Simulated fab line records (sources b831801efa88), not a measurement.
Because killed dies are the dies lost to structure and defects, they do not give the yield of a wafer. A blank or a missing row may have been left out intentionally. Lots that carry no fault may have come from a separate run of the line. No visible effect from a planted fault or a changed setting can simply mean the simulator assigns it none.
One fault through the eyes of 2 desks + flow sky130 + every desk sees just its own numbers, and what lay behind them comes last

## THE METROLOGY DESK
Means of the sampled wafers that have a number, per lot and without regard to the tool the lot ran on: this is what the gauges read. The brackets show how far a lot's mean lies from the usual mean; more than 4 standard deviations puts the lot out of limits, marked OUT.
Columns: A = cd_nm at SKY_METAL4_CD_MEAS_13, usual 299.5 nm; B = METAL4_OVL at SKY_METAL4_OVL_MEAS_14, usual -1 nm
| lot  | first seen here | A     | B  |
|------|-----------------|-------|----|
| L321 | day 42 07:55    | 300.0 | 0  |
| L325 | day 43 16:59    | 297.2 | -2 |
| L327 | day 44 03:16    | 297.9 | -5 |
| L332 | day 45 13:36    | 298.4 | 8  |
| L335 | day 46 08:26    | 300.3 | 1  |
| L341 | day 47 19:19    | 298.9 | -4 |
Finding of this desk: none of the 6 lots has anything out of limits.

## THE TOOL OWNER'S DESK: rie_metal-04
The tool's own readings at SKY_METAL4_ETCH_16 (etches BARC in N2/H2, stops on SiO2, time 88.2 s, target depth 60 nm): means of the sampled wafers that have a number, for each lot that ran on this tool. The brackets show how far a lot's mean lies from the usual mean; more than 4 standard deviations puts the lot out of limits, marked OUT.
Columns: A = bias_w at SKY_METAL4_ETCH_16, usual 100.06 W; B = drypump_motor_current_A at SKY_METAL4_ETCH_16, usual 5.7 A; C = oes_product_au at SKY_METAL4_ETCH_16, usual 0.626 a.u.; D = rf_fwd_power_W at SKY_METAL4_ETCH_16, usual 496.2 W; E = throttle_valve_pct at SKY_METAL4_ETCH_16, usual 13.205 %
| lot  | first seen here | A      | B   | C     | D               | E      |
|------|-----------------|--------|-----|-------|-----------------|--------|
| L321 | day 42 08:06    | 100.27 | 5.6 | 0.624 | 497.5           | 13.207 |
| L327 | day 44 03:28    | 100.26 | 6.0 | 0.627 | 548.7 (+35) OUT | 13.205 |
| L332 | day 45 13:47    | 100.12 | 5.6 | 0.623 | 522.4 (+17) OUT | 13.199 |
This desk's finding: out of limits on L327, L332; first on L327, day 44 03:28 (rf_fwd_power_W at SKY_METAL4_ETCH_16). Within limits: L321.

## BROUGHT TOGETHER
The tool owner's desk could have raised an alarm at day 44 03:28, on L327, L332.
At the metrology desk, nothing out of limits was observed.
The metrology desk has L327, L332 on record, within its limits.
Every lot named ran SKY_METAL4_ETCH_16 on rie_metal-04.

## WHAT THE SIMULATOR PUT IN
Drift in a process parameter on rie_metal-04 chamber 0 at SKY_METAL4_ETCH_16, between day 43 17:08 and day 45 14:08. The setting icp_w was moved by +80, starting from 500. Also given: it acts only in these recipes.
Lots struck among those shown: L327, L332.
Each desk's first reading out of limits, in hours after the fault started: the tool owner's desk, 10.
